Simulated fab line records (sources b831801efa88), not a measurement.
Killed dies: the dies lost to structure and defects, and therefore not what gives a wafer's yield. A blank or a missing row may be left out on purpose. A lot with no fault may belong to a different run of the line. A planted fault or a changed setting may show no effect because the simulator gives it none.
Problem report, 8D (eight disciplines) form, completed by code ; flow sky130 ; the parts of the form that need people (team, actions taken, sign-off) are left out

== 1. WHAT WENT WRONG ==
At SKY_FIELD_ISO_ETCH_15, bias w averages 193.5 W over 6 wafers from 2 lots, while fault-free wafers read 199.9 W, standard deviation 0.54. Relative to the usual mean, that is a shift of -12 standard deviations.
The step: etches the open film in CHF3/O2, stops on Si, target depth 180 nm, time 72 s.
Earliest sighting: wafer L644.2 on rie diel-04 at day 4 20:22. The record holds 39 wafers of 13 lots with a number at this step. Rule for "out", or "out of limits": more than 4 standard deviations from the usual mean. Any other wafer with a number is counted as sound.

== 2. WHAT IT IS AND WHAT IT IS NOT ==
question;is;is not
which readings at this step;bias w;oes product au, throttle valve pct
which lots;L644, L645;L632, L634, L635, L636, L637, L638, L640, L641, L642, L654, L655
which wafers of those lots;all that have a number;-
read on which tools;rie diel-04;rie diel-01, rie diel-03
when;from day 4 20:22;"up to then (27 sound wafers); but 6 sound wafers of L654, L655 came after"

== 3. THE SUSPECTS, EACH WITH WHAT RULES IT OUT ==
Counting: any tool at a process step up to the reading is kept as a suspect provided that every lot that is out went through it and no sound lot did after the first of them.
- rie diel-04 at SKY_FIELD_ISO_ETCH_15 (etches the open film in CHF3/O2, stops on Si, target depth 180 nm, time 72 s): kept. Every lot that is out went through it, starting with L644 (day 4 20:22), and after that it ran no sound lot; the last sound lot it ran before then is L641 (day 4 07:02). Its own readings are out on those wafers: bias w.
After counting, what remains is rie diel-04 at SKY_FIELD_ISO_ETCH_15.

== 4. THE CAUSE (what the simulator had put in) ==
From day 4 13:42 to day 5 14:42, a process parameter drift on rie diel-04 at SKY_FIELD_ISO_ETCH_15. Setting bias w, moved by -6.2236, from 200. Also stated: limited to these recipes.
After counting, this tool was the only one left.

== 5. THE EFFECT CHAIN, in route order ==
One row per reading whose mean, taken over the struck wafers that have a number, lies over 3 standard deviations from the usual. Only readings whose record carries a usual standard deviation are examined. hours: median over the lots of the time between each lot's start at the first step of this table that gives one and its start at this step. sigmas: the change, counted in usual standard deviations.
hours;step;reading;usual;on struck wafers;change;sigmas
0;SKY_FIELD_ISO_ETCH_15;bias w;199.9 W;193.5;-6.4;-12
Process steps it contains:
- SKY_FIELD_ISO_ETCH_15: etches the open film in CHF3/O2, stops on Si, target depth 180 nm, time 72 s.
At these later measuring or inspecting steps, every struck wafer for which the step has a row has a number for every such reading, and none has moved that far: SKY_NWELL_TW_MEAS_15, SKY_VT_ADJUST_HVTP_OVL_MEAS_08.

== 6. WHAT WOULD HAVE CAUGHT IT SOONER ==
In this record no reading fell out of limits until day 4 20:22, 7 hours after the fault had begun at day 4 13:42.
